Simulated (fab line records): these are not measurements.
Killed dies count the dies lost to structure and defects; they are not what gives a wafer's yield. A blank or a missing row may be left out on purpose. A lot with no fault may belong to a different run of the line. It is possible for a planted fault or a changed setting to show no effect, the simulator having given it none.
Which of the tools did it? || flow sky130 || 12 lots, 36 wafers sampled, at 2 steps of a route of 708

## WHAT EACH GAUGE READ, for each wafer
SKY_METAL1_CD_MEAS_15: target cd 140 nm.
{"lot": "L594", "measured": "day 33 08:20", "on": "cd-sem-02", "cd-nm (nm)": "138.4 138.7 140.4"}
{"lot": "L597", "measured": "day 34 05:11", "on": "cd-sem-02", "cd-nm (nm)": "139.7 139.9 138.4"}
{"lot": "L596", "measured": "day 34 08:05", "on": "cd-sem-02", "cd-nm (nm)": "138.7 137.3 139.7"}
{"lot": "L599", "measured": "day 34 20:34", "on": "cd-sem-01", "cd-nm (nm)": "141.7 141.8 142.0"}
{"lot": "L600", "measured": "day 34 23:53", "on": "cd-sem-01", "cd-nm (nm)": "142.5 140.8 141.2"}
{"lot": "L601", "measured": "day 35 08:43", "on": "cd-sem-01", "cd-nm (nm)": "142.1 141.7 141.9"}
{"lot": "L603", "measured": "day 36 05:15", "on": "cd-sem-01", "cd-nm (nm)": "138.3 139.4 139.0"}
{"lot": "L607", "measured": "day 36 21:09", "on": "cd-sem-01", "cd-nm (nm)": "141.6 141.3 142.6"}
{"lot": "L606", "measured": "day 36 22:38", "on": "cd-sem-02", "cd-nm (nm)": "139.6 139.9 140.0"}
{"lot": "L608", "measured": "day 37 17:50", "on": "cd-sem-01", "cd-nm (nm)": "140.3 139.9 138.4"}
{"lot": "L609", "measured": "day 37 22:08", "on": "cd-sem-02", "cd-nm (nm)": "140.8 141.2 141.6"}
{"lot": "L613", "measured": "day 38 23:44", "on": "cd-sem-01", "cd-nm (nm)": "139.1 139.8 139.5"}

SKY_METAL1_OVL_MEAS_16.
{"lot": "L594", "measured": "day 33 08:27", "on": "overlay-01", "METAL1_OVL (nm)": "-4 -5 -6"}
{"lot": "L597", "measured": "day 34 05:15", "on": "overlay-02", "METAL1_OVL (nm)": "-2 4 4"}
{"lot": "L596", "measured": "day 34 08:12", "on": "overlay-02", "METAL1_OVL (nm)": "-2 0 0"}
{"lot": "L599", "measured": "day 34 20:41", "on": "overlay-02", "METAL1_OVL (nm)": "-1 -3 1"}
{"lot": "L600", "measured": "day 35 00:00", "on": "overlay-02", "METAL1_OVL (nm)": "11 10 12"}
{"lot": "L601", "measured": "day 35 08:49", "on": "overlay-02", "METAL1_OVL (nm)": "-2 6 5"}
{"lot": "L603", "measured": "day 36 05:23", "on": "overlay-02", "METAL1_OVL (nm)": "1 -6 1"}
{"lot": "L607", "measured": "day 36 21:16", "on": "overlay-02", "METAL1_OVL (nm)": "-5 8 -1"}
{"lot": "L606", "measured": "day 36 22:44", "on": "overlay-01", "METAL1_OVL (nm)": "-2 -10 -11"}
{"lot": "L608", "measured": "day 37 17:57", "on": "overlay-02", "METAL1_OVL (nm)": "-5 -3 -8"}
{"lot": "L609", "measured": "day 37 22:15", "on": "overlay-01", "METAL1_OVL (nm)": "1 3 2"}
{"lot": "L613", "measured": "day 38 23:51", "on": "overlay-01", "METAL1_OVL (nm)": "13 6 6"}

## EACH LOT AND THE TOOL THAT RAN IT (in order: tool; ch and the chambers of the sampled wafers; start)
There is no process step in the record ahead of these readings.

## WHAT THE TOOLS THEMSELVES READ (means of the sampled wafers that have a number; where no wafer has one, the mark that the record gives instead)
The record holds no such reading with a usual standard deviation.

## THE ANSWER, worked out from the rows above alone
Rule: the usual values come from the lots themselves. The widest of any qualifying gaps counts: lots, ordered by their means at a reading, are off when they make up no more than a third of the lots, leave a main group of 4 or more, and stand apart from it by 3 or more times the standard deviation of that group's means. Not used: any main group whose means are identical at the precision the tables above print for the reading. A lot without any number at a reading at which 4 lots or more have one is off too. All remaining lots with rows at the step are treated as sound. First the gauges in route order, then the tools' own readings, where a lot's mean is used as printed above. The first step at which some lot is off is used, and at that step the reading that is off furthest; a lot without a number counts as furthest.
Across all readings shown, no lot is off: no conclusion can be drawn from this.

## WHAT HAD BEEN PUT IN BY THE SIMULATOR
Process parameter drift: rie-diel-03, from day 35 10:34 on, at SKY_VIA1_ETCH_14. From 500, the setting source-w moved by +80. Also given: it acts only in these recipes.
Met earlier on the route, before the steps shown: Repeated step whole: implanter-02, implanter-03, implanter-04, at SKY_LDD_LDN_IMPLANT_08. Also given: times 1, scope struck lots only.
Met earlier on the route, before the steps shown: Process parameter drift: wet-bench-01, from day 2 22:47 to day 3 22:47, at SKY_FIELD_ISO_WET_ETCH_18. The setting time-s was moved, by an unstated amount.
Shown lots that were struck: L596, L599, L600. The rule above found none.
